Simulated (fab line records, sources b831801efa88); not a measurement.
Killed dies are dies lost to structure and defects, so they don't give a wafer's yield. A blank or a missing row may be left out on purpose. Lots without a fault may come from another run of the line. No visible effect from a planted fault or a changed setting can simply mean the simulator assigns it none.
Chamber matching | flow sky130 | SKY_METAL4_ETCH_17 on rieDiel-03: 4 sister chambers
The step etches SiO2 in C4F8/O2/Ar, stops on TiN, time 3.9 s, target depth 15 nm. 4 wafers are shown with their chamber, then 9 later ones without.

WAFERS WITH THEIR CHAMBER
wafer  | chamber | rfFwdPowerW (W)
L078.6 | 0       | 1478
L090.2 | 1       | 1470
L090.3 | 3       | 1485
L090.4 | 2       | 1469

WAFERS WITH NO CHAMBER GIVEN
wafer  | rfFwdPowerW (W)
L092.3 | 1474
L092.5 | 1459
L092.6 | 1476
L093.1 | 1460
L093.5 | 1467
L093.6 | 1471
L094.1 | 1463
L094.2 | 1478
L094.6 | 1463

CHAMBER TAKEN BY EACH
wafer  | from the rows above               | in truth
L092.3 | can't be placed: 0 or 1 or 2 or 3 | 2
L092.5 | can't be placed: 2 or 1 or 0      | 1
L092.6 | can't be placed: 0 or 1 or 2 or 3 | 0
L093.1 | can't be placed: 2 or 1 or 0      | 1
L093.5 | can't be placed: 2 or 1 or 0      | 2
L093.6 | can't be placed: 1 or 2 or 0      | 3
L094.1 | can't be placed: 2 or 1 or 0      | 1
L094.2 | can't be placed: 0 or 3 or 1 or 2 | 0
L094.6 | can't be placed: 2 or 1 or 0      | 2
Placed correctly: 0 of 9. Not placeable from these rows: 9 (in 8, the candidates include the true chamber). Number placed wrongly: 0.
How it was worked out, from the rows above alone: a wafer's distance from a chamber is the root of the sum, over the readings, of the square of ((its reading less the chamber's mean) divided by the reading's scatter). If the next closest chamber is less than 2 further off than the closest, the wafer can't be placed; otherwise it belongs to the closest. For every chamber, the mean is computed from those of its wafers that are shown. The scatter: with one shown wafer a chamber, the root of the mean of the squares of how far each hidden wafer lies from its nearest shown one.
